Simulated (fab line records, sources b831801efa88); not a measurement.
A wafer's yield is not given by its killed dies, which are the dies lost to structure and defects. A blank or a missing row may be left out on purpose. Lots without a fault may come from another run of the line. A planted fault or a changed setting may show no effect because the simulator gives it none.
fab line records || flow sky130
[record] {"lots": 6, "wafers": 18, "lastDay": 50}
route steps=708 shown POLY_GATE@236 LDD_N@237 PAD_OPEN@708
lots untouched by any fault: they come from a run of this same line in which no faults occurred
startH: hours from the record's first day to the start of the lot's first wafer shown || waitH: hours since the lot's step before || " unchanged from the row above || L1.1+2: a single row standing in for several wafers || - no value, or no start given || * or withheld: withheld || < > ~ a bound
route shown NAME@n: names a module that has steps shown in the file, with the first one's number in the route || usual: average and standard deviation across the fault-free wafers || same: alike in all rows || chamber/n: place in a boat || sites: readings site by site || _std_site: the standard deviation of these || _edge_site: the outer-site mean with the inner-site mean subtracted || radiusMm: how far each site lies from the wafer's centre || mask NAME#n: copy n || behind: tool/chamber where the wafer was last shaped || hold: why the lot went on hold/how many hours it stayed there/how the hold came to an end || device: names the non-switching transistor (n, p or np) || end of line: tests run on the same wafers once the route is complete || for a step that has no rows: nothing shown but its recipe || killed: dies that structure and defects cost at the first sort, which is not the same as the wafer's yield || map: dies across one wafer; x = killed, . = not, _ = none there
set.NAME: the run value of the setting; set.NAME@STEP: its run value at that earlier step || model.NAME: the simulator's own value behind a step, which no gauge read
lots at some steps of the route; a table a step, a row a wafer
services: from which hour (startH, from the record's first day; less than 0 if before it) a tool's chamber was out of use, for how many hours, and why
[[steps]]
[step SKY_POLY_GATE_CD_MEAS_22]
[usual] {"cdNm": "148.9/2.7"}
{"lot.wafer": "L225.1", "tool": "cdSem-01", "chamber": "-", "startH": 386.28, "waitH": 0.1, "cdNm": 151.4}
{"lot.wafer": "L225.3", "tool": "cdSem-01", "chamber": "-", "startH": 386.28, "waitH": 0.1, "cdNm": 150.1}
{"lot.wafer": "L225.5", "tool": "cdSem-01", "chamber": "-", "startH": 386.28, "waitH": 0.1, "cdNm": 147.4}
{"lot.wafer": "L232.3", "tool": "cdSem-01", "chamber": "-", "startH": 441.97, "waitH": 0.1, "cdNm": 150.3}
{"lot.wafer": "L232.5", "tool": "cdSem-01", "chamber": "-", "startH": 441.97, "waitH": 0.1, "cdNm": 150.8}
{"lot.wafer": "L232.6", "tool": "cdSem-01", "chamber": "-", "startH": 441.97, "waitH": 0.1, "cdNm": 150.4}
{"lot.wafer": "L233.2", "tool": "cdSem-01", "chamber": "-", "startH": 455.77, "waitH": 0.1, "cdNm": 152.0}
{"lot.wafer": "L233.4", "tool": "cdSem-01", "chamber": "-", "startH": 455.77, "waitH": 0.1, "cdNm": 151.4}
{"lot.wafer": "L233.6", "tool": "cdSem-01", "chamber": "-", "startH": 455.77, "waitH": 0.1, "cdNm": 155.6}
{"lot.wafer": "L236.1", "tool": "cdSem-01", "chamber": "-", "startH": 481.19, "waitH": 0.1, "cdNm": 149.9}
{"lot.wafer": "L236.2", "tool": "cdSem-01", "chamber": "-", "startH": 481.19, "waitH": 0.1, "cdNm": 148.9}
{"lot.wafer": "L236.4", "tool": "cdSem-01", "chamber": "-", "startH": 481.19, "waitH": 0.1, "cdNm": 147.8}
{"lot.wafer": "L245.2", "tool": "cdSem-01", "chamber": "-", "startH": 556.83, "waitH": 0.1, "cdNm": 149.5}
{"lot.wafer": "L245.4", "tool": "cdSem-01", "chamber": "-", "startH": 556.83, "waitH": 0.1, "cdNm": 145.0}
{"lot.wafer": "L245.6", "tool": "cdSem-01", "chamber": "-", "startH": 556.83, "waitH": 0.1, "cdNm": 151.2}
{"lot.wafer": "L244.3", "tool": "cdSem-01", "chamber": "-", "startH": 560.30, "waitH": 0.1, "cdNm": 147.8}
{"lot.wafer": "L244.5", "tool": "cdSem-01", "chamber": "-", "startH": 560.30, "waitH": 0.1, "cdNm": 149.4}
{"lot.wafer": "L244.6", "tool": "cdSem-01", "chamber": "-", "startH": 560.30, "waitH": 0.1, "cdNm": 147.6}
[step SKY_LDD_N_DEHYDRATE_00]
[recipe] {"tempC": 200, "timeS": 60}
[step SKY_LDD_N_HMDS_01]
[recipe] {"primeTimeS": 60, "primeTempC": 120}
[step SKY_LDD_N_COAT_02]
[recipe] {"resist": "NOVOLAK", "spinRpm": 3000, "resistThkNm": 300}
[step SKY_LDD_N_SOFTBAKE_03]
[recipe] {"tempC": 90, "timeS": 60, "resist": "NOVOLAK"}
[step SKY_LDD_N_EXPOSE_04]
[recipe] {"maskId": "NTM", "targetCdNm": 840, "na": 0.6, "sourceShape": "conventional", "sigmaOuter": 0.6, "doseMj": 110}
[step SKY_LDD_N_PEB_05]
[recipe] {"tempC": "withheld", "timeS": "*", "resist": "NOVOLAK"}
[step SKY_LDD_N_DEVELOP_06]
[recipe] {"developTimeS": 60, "devTempC": 23}
[step SKY_LDD_N_OVL_MEAS_07]
[usual] {"LDD_N_OVL": "-0.5/1.7"}
{"lot.wafer": "L225.1", "tool": "overlay-02", "chamber": "-", "startH": 415.92, "waitH": 0.1, "LDD_N_OVL[nm]": -2.6}
{"lot.wafer": "L225.3", "tool": "overlay-02", "chamber": "-", "startH": 415.92, "waitH": 0.1, "LDD_N_OVL[nm]": -2.0}
{"lot.wafer": "L225.5", "tool": "overlay-02", "chamber": "-", "startH": 415.92, "waitH": 0.1, "LDD_N_OVL[nm]": -1.8}
{"lot.wafer": "L232.3", "tool": "overlay-02", "chamber": "-", "startH": 472.98, "waitH": 0.1, "LDD_N_OVL[nm]": -2.0}
{"lot.wafer": "L232.5", "tool": "overlay-02", "chamber": "-", "startH": 472.98, "waitH": 0.1, "LDD_N_OVL[nm]": -1.9}
{"lot.wafer": "L232.6", "tool": "overlay-02", "chamber": "-", "startH": 472.98, "waitH": 0.1, "LDD_N_OVL[nm]": -2.1}
{"lot.wafer": "L233.2", "tool": "overlay-02", "chamber": "-", "startH": 486.03, "waitH": 0.1, "LDD_N_OVL[nm]": -1.3}
{"lot.wafer": "L233.4", "tool": "overlay-02", "chamber": "-", "startH": 486.03, "waitH": 0.1, "LDD_N_OVL[nm]": -1.3}
{"lot.wafer": "L233.6", "tool": "overlay-02", "chamber": "-", "startH": 486.03, "waitH": 0.1, "LDD_N_OVL[nm]": -1.3}
{"lot.wafer": "L236.1", "tool": "overlay-02", "chamber": "-", "startH": 511.58, "waitH": 0.1, "LDD_N_OVL[nm]": -0.7}
{"lot.wafer": "L236.2", "tool": "overlay-02", "chamber": "-", "startH": 511.58, "waitH": 0.1, "LDD_N_OVL[nm]": -1.3}
{"lot.wafer": "L236.4", "tool": "overlay-02", "chamber": "-", "startH": 511.58, "waitH": 0.1, "LDD_N_OVL[nm]": -1.0}
{"lot.wafer": "L245.2", "tool": "overlay-01", "chamber": "-", "startH": 586.08, "waitH": 0.1, "LDD_N_OVL[nm]": 0.4}
{"lot.wafer": "L245.4", "tool": "overlay-01", "chamber": "-", "startH": 586.08, "waitH": 0.1, "LDD_N_OVL[nm]": -0.6}
{"lot.wafer": "L245.6", "tool": "overlay-01", "chamber": "-", "startH": 586.08, "waitH": 0.1, "LDD_N_OVL[nm]": 0.5}
{"lot.wafer": "L244.3", "tool": "overlay-02", "chamber": "-", "startH": 588.33, "waitH": 0.1, "LDD_N_OVL[nm]": 1.4}
{"lot.wafer": "L244.5", "tool": "overlay-02", "chamber": "-", "startH": 588.33, "waitH": 0.1, "LDD_N_OVL[nm]": 1.9}
{"lot.wafer": "L244.6", "tool": "overlay-02", "chamber": "-", "startH": 588.33, "waitH": 0.1, "LDD_N_OVL[nm]": 1.1}
[step SKY_LDD_N_IMPLANT_08]
[recipe] {"species": "As", "energyKev": 20, "doseCm2": 7.5e+13, "tiltDeg": "withheld", "rotationDeg": 23}
[step SKY_LDD_N_IMPLANT_09]
[recipe] {"species": "As", "energyKev": 20, "doseCm2": 7.5e+13, "tiltDeg": "withheld", "rotationDeg": 113}
[step SKY_LDD_N_IMPLANT_10]
[recipe] {"species": "As", "energyKev": 20, "doseCm2": 7.5e+13, "tiltDeg": "withheld", "rotationDeg": 203}
[step SKY_LDD_N_IMPLANT_11]
[recipe] {"species": "As", "energyKev": 20, "doseCm2": 7.5e+13, "tiltDeg": "withheld", "rotationDeg": 293}
[usual] {"beamEnergyKeV": "20.001/0.0058"}
{"lot.wafer": "L225.1", "tool": "implanter-01", "chamber": 0, "startH": 416.40, "waitH": 0.1, "beamEnergyKeV": 19.999, "model.implant.rpNm": 15.62, "model.implant.drpNm": 7.212}
{"lot.wafer": "L225.3", "tool": "implanter-01", "chamber": 0, "startH": 416.40, "waitH": 0.1, "beamEnergyKeV": 20.001, "model.implant.rpNm": 15.62, "model.implant.drpNm": 7.212}
{"lot.wafer": "L225.5", "tool": "implanter-01", "chamber": 0, "startH": 416.40, "waitH": 0.1, "beamEnergyKeV": 20.009, "model.implant.rpNm": 15.62, "model.implant.drpNm": 7.212}
{"lot.wafer": "L232.3", "tool": "implanter-01", "chamber": 0, "startH": 473.50, "waitH": 0.1, "beamEnergyKeV": 18.086, "model.implant.rpNm": 14.6, "model.implant.drpNm": 6.73}
{"lot.wafer": "L232.5", "tool": "implanter-01", "chamber": 0, "startH": 473.50, "waitH": 0.1, "beamEnergyKeV": 18.092, "model.implant.rpNm": 14.6, "model.implant.drpNm": 6.73}
{"lot.wafer": "L232.6", "tool": "implanter-01", "chamber": 0, "startH": 473.50, "waitH": 0.1, "beamEnergyKeV": 18.093, "model.implant.rpNm": 14.6, "model.implant.drpNm": 6.73}
{"lot.wafer": "L233.2", "tool": "implanter-01", "chamber": 0, "startH": 486.54, "waitH": 0.1, "beamEnergyKeV": 18.095, "model.implant.rpNm": 14.57, "model.implant.drpNm": 6.73}
{"lot.wafer": "L233.4", "tool": "implanter-01", "chamber": 0, "startH": 486.54, "waitH": 0.1, "beamEnergyKeV": 18.086, "model.implant.rpNm": 14.57, "model.implant.drpNm": 6.73}
{"lot.wafer": "L233.6", "tool": "implanter-01", "chamber": 0, "startH": 486.54, "waitH": 0.1, "beamEnergyKeV": 18.092, "model.implant.rpNm": 14.57, "model.implant.drpNm": 6.73}
{"lot.wafer": "L236.1", "tool": "implanter-03", "chamber": 0, "startH": 512.07, "waitH": 0.1, "beamEnergyKeV": 20.008, "model.implant.rpNm": 15.87, "model.implant.drpNm": 7.212}
{"lot.wafer": "L236.2", "tool": "implanter-03", "chamber": 0, "startH": 512.07, "waitH": 0.1, "beamEnergyKeV": 20.011, "model.implant.rpNm": 15.87, "model.implant.drpNm": 7.212}
{"lot.wafer": "L236.4", "tool": "implanter-03", "chamber": 0, "startH": 512.07, "waitH": 0.1, "beamEnergyKeV": 20.005, "model.implant.rpNm": 15.87, "model.implant.drpNm": 7.212}
{"lot.wafer": "L245.2", "tool": "implanter-03", "chamber": 0, "startH": 586.67, "waitH": 0.1, "beamEnergyKeV": 19.993, "model.implant.rpNm": 15.9, "model.implant.drpNm": 7.212}
{"lot.wafer": "L245.4", "tool": "implanter-03", "chamber": 0, "startH": 586.67, "waitH": 0.1, "beamEnergyKeV": 19.999, "model.implant.rpNm": 15.9, "model.implant.drpNm": 7.212}
{"lot.wafer": "L245.6", "tool": "implanter-03", "chamber": 0, "startH": 586.67, "waitH": 0.1, "beamEnergyKeV": 19.997, "model.implant.rpNm": 15.9, "model.implant.drpNm": 7.212}
{"lot.wafer": "L244.3", "tool": "implanter-02", "chamber": 0, "startH": 588.85, "waitH": 0.1, "beamEnergyKeV": 19.998, "model.implant.rpNm": 15.92, "model.implant.drpNm": 7.212}
{"lot.wafer": "L244.5", "tool": "implanter-02", "chamber": 0, "startH": 588.85, "waitH": 0.1, "beamEnergyKeV": 20.004, "model.implant.rpNm": 15.92, "model.implant.drpNm": 7.212}
{"lot.wafer": "L244.6", "tool": "implanter-02", "chamber": 0, "startH": 588.85, "waitH": 0.1, "beamEnergyKeV": 20.007, "model.implant.rpNm": 15.92, "model.implant.drpNm": 7.212}
[step SKY_LDD_N_IMPLANT_12]
[recipe] {"species": "BF2", "energyKev": 50, "doseCm2": 5e+12, "tiltDeg": 30, "rotationDeg": 0}
[step SKY_PAD_OPEN_PROBE_99]
[usual] {"killed_at_M0_to_M3": "44/7.2", "killed_at_M4_up": "3.0/1.9", "killedAtContacts": "25/4.8", "killedAtFrontEnd": "16/4.2", "killedAtOther": "0.2/0.44", "killedDies": "88/9.3", "killedOpen": "48/7.1", "killedShort": "40/6.5"}
[same] {"grossDies": 492, "killedAtBackSide": 0}
{"lot.wafer": "L245.2", "tool": "prober-01", "chamber": "-", "startH": 1187.38, "waitH": 0.1, "killed_at_M0_to_M3": 37, "killed_at_M4_up": 5, "killedAtContacts": 24, "killedAtFrontEnd": 11, "killedAtOther": 0, "killedDies": 77, "killedOpen": 42, "killedShort": 35}
{"lot.wafer": "L245.4", "tool": "prober-01", "chamber": "-", "startH": 1187.48, "waitH": 0.2, "killed_at_M0_to_M3": 46, "killed_at_M4_up": 9, "killedAtContacts": 16, "killedAtFrontEnd": 13, "killedAtOther": 0, "killedDies": 84, "killedOpen": 44, "killedShort": 40}
{"lot.wafer": "L245.6", "tool": "prober-01", "chamber": "-", "startH": 1187.58, "waitH": 0.2, "killed_at_M0_to_M3": 43, "killed_at_M4_up": 1, "killedAtContacts": 23, "killedAtFrontEnd": 20, "killedAtOther": 0, "killedDies": 87, "killedOpen": 47, "killedShort": 40}
// killed by level:class
L245.2 CONTACT:geometricParticle:open=11 VIA1:geometricParticle:open=8 VIA2:geometricParticle:open=6 METAL2:geometricParticle:short=6 METAL3:geometricParticle:short=6 LI_CONTACT:geometricParticle:open=4 LOCAL_INTERCONNECT:geometricParticle:short=4 METAL1:geometricParticle:short=4
L245.4 VIA1:geometricParticle:open=12 VIA1:geometricParticle:short=9 VIA2:geometricParticle:open=7 METAL4:geometricParticle:short=7 FIELD_ISO:geometricParticle:open=5 CONTACT:geometricParticle:short=5 METAL1:geometricParticle:short=4 CONTACT:geometricParticle:open=4
L245.6 METAL2:geometricParticle:short=10 FIELD_ISO:geometricParticle:open=9 LI_CONTACT:geometricParticle:open=8 CONTACT:geometricParticle:open=8 VIA3:geometricParticle:open=7 FIELD_ISO:geometricParticle:short=6 METAL1:geometricParticle:short=6 VIA2:geometricParticle:open=4
[[services]]
{"tool": "implanter-02", "chamber": "-", "startH": 420.97, "hours": 4.2, "kind": "pm"}
{"tool": "implanter-03", "chamber": "-", "startH": 433.54, "hours": 4.8, "kind": "pm"}
{"tool": "implanter-01", "chamber": "-", "startH": 476.79, "hours": 1.8, "kind": "repair"}
{"tool": "implanter-02", "chamber": "-", "startH": 481.34, "hours": 2.6, "kind": "repair"}
{"tool": "implanter-01", "chamber": "-", "startH": 496.41, "hours": 213.8, "kind": "pm"}
{"tool": "implanter-03", "chamber": "-", "startH": 577.96, "hours": 8.2, "kind": "repair"}
[[key]]
[firstSign] {"step": "SKY_LDD_N_IMPLANT_11", "reading": "beamEnergyKeV", "direction": "down", "sigmas": "99+", "usual": "*", "struck": "*"}
effect none on later readings
[modelEffect] {"step": "SKY_LDD_N_IMPLANT_11", "value": "implant.rpNm", "without": 15.69, "struck": 14.59}
metAt SKY_LDD_N_IMPLANT_11
struckWafers L232.3,L232.5,L232.6,L233.2,L233.4,L233.6
testerLeftOut L232,L233
onsetBetween 416.40 473.50
[fault] {"kind": "processParameterDrift", "tool": "implanter-01", "chamber": "-", "onsetH": 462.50, "steps": "SKY_LDD_N_IMPLANT_11", "channel": "energyKev", "offset": "*", "shape": "step", "endH": 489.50, "actsIn": "*", "stated": "*"}
// testerLeftOut: of these lots the tester's yield and bins aren't shown, on N5 and GAA mostly nor the transistor test; their killed dies are dies lost to structure and defects alone, not to doping, threshold or leakage, so they don't give the yield
